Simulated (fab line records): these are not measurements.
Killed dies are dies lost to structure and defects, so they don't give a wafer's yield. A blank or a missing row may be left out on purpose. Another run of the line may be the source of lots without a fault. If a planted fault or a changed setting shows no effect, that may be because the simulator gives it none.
Struck lot and sound lot, side by side / flow sky130 / 16 out of 708 route steps
Sound: these wafers, L447.1, L447.2, L447.6. Struck: wafer L442.5. (L442.1, L442.6 of the same lot were not struck and are left out.) The cause comes at the end.
Order at every step that has rows: each side's tool, ch and its chambers, its first start. Under that, the readings that differ: sound wafers / struck wafers / difference of the means / sigmas: that difference in standard deviations of wafers without a fault.
alike: same words and numbers on both sides, and readings whose means sit less than 2 such deviations apart. not compared: any withheld reading, any reading some wafer has no value for, any bound like >300 that may hide the same value, and any number with overlapping values for which the record gives no deviation.
The two part at a step that has a row with sigmas, a row that says differs or no value, or rows on one side only. Numbers that don't overlap but have no deviation are shown without sigmas and don't part them. A reading missing from all wafers of one side parts the sides only when that side holds two or more wafers.

first, 3 steps without rows for these wafers: SKY_METAL1_EXPOSE_12 (exposes mask MM1, target cd 140 nm); SKY_METAL1_PEB_13; SKY_METAL1_DEVELOP_14 (develop time 60 s).
SKY_METAL1_CD_MEAS_15 targets a cd of 140 nm.
  struck on cdSem-01, day 37 00:53; sound on cdSem-01, day 38 16:01
  alike: cdNm
SKY_METAL1_OVL_MEAS_16:
  struck on overlay-01, day 37 01:01; sound on overlay-01, day 38 16:08
  alike: METAL1_OVL
SKY_METAL1_DESCUM_17: chemistry O2, time 8 s.
  sound on rieMetal-03 ch 0,1, day 38 16:10; struck on rieMetal-04 ch 0, day 37 01:02
reading=drypumpMotorCurrentA (A); sound=5.7 5.0 5.0; struck=6.1; difference=+0.9; sigmas=+2
  alike: heBacksideLeakSccm, oesProductAu
  not compared: rfHoursCounterH
SKY_METAL1_ETCH_18: etches BARC in N2/H2, stops on SiO2, time 45.9 s, target depth 60 nm.
  sound on rieMetal-03 ch 0,1, day 38 16:12; struck on rieMetal-04 ch 0, day 37 01:04
reading=oesProductAu (a.u.); sound=0.849 0.849 0.856; struck=0.864; difference=+0.013; sigmas=+3
  alike: drypumpMotorCurrentA, heBacksideLeakSccm, throttleValvePct
  not compared: rfHoursCounterH
SKY_METAL1_METAL_ETCH_19: etches the open film in Cl2/BCl3, stops on SiO2, target depth 360 nm, time 78 s.
  sound on rieMetal-03 ch 0,1, day 38 16:16; struck on rieMetal-04 ch 0, day 37 01:08
reading=drypumpMotorCurrentA (A); sound=5.7 5.0 5.1; struck=6.1; difference=+0.8; sigmas=+2
  alike: heBacksideLeakSccm, oesProductAu, throttleValvePct
  not compared: rfHoursCounterH
SKY_METAL1_STRIP_20: strips in O2/N2.
  sound on plasmaAsher-01 ch 0,1, day 38 16:21; struck on plasmaAsher-04 ch 0, day 37 01:14
reading=drypumpMotorCurrentA (A); sound=6.5 6.2 6.2; struck=5.3; difference=-1.0; sigmas=-2
  alike: oesProductAu, stripTimeToEndpointS
  not compared: rfHoursCounterH
then, 3 steps without rows for these wafers: SKY_METAL1_STRIP_21 (strips in post etch residue remover, time 1200 s); SKY_METAL1_CLEAN_22 (cleans in IPA, time 180 s); SKY_METAL1_CLEAN_23 (cleans in O3/DIW).
SKY_VIA1_HDPCVD_00: deposits SiO2, target thk 1030 nm, time 171.7 s.
  sound on hdpcvd-02 ch 0,1,2, day 38 16:57; struck on hdpcvd-01 ch 0, day 37 01:49
reading=sih4FlowSccm (sccm); sound=59.78 60.07 59.99; struck=48.02; difference=-11.93; sigmas=-66
reading=model.SiO2_of_VIA1_HDPCVD_00.thkNm (nm); sound=1032 1033 1040; struck=804.6; difference=-230.4; sigmas=
SKY_VIA1_THK_MEAS_01:
  struck on filmMetro-02, day 37 01:56; sound on filmMetro-04, day 38 17:04
reading=VIA1_HDPCVD_THK (nm); sound=1032 1032 1040; struck=804; difference=-231; sigmas=-19
SKY_VIA1_CMP_02: polishes SiO2.
  sound on cmp-01 ch 0,3, day 38 17:10; struck on cmp-02 ch 3, day 37 02:02
  alike: motorCurrentA
SKY_PAD_OPEN_PROBE_99:
  sound wafers here have rows in the record (prober-01, day 50 02:40); struck ones have none

WHERE THEY PART
First at SKY_METAL1_DESCUM_17; last, within this record, at SKY_PAD_OPEN_PROBE_99.

WHY: whatever the simulator had introduced
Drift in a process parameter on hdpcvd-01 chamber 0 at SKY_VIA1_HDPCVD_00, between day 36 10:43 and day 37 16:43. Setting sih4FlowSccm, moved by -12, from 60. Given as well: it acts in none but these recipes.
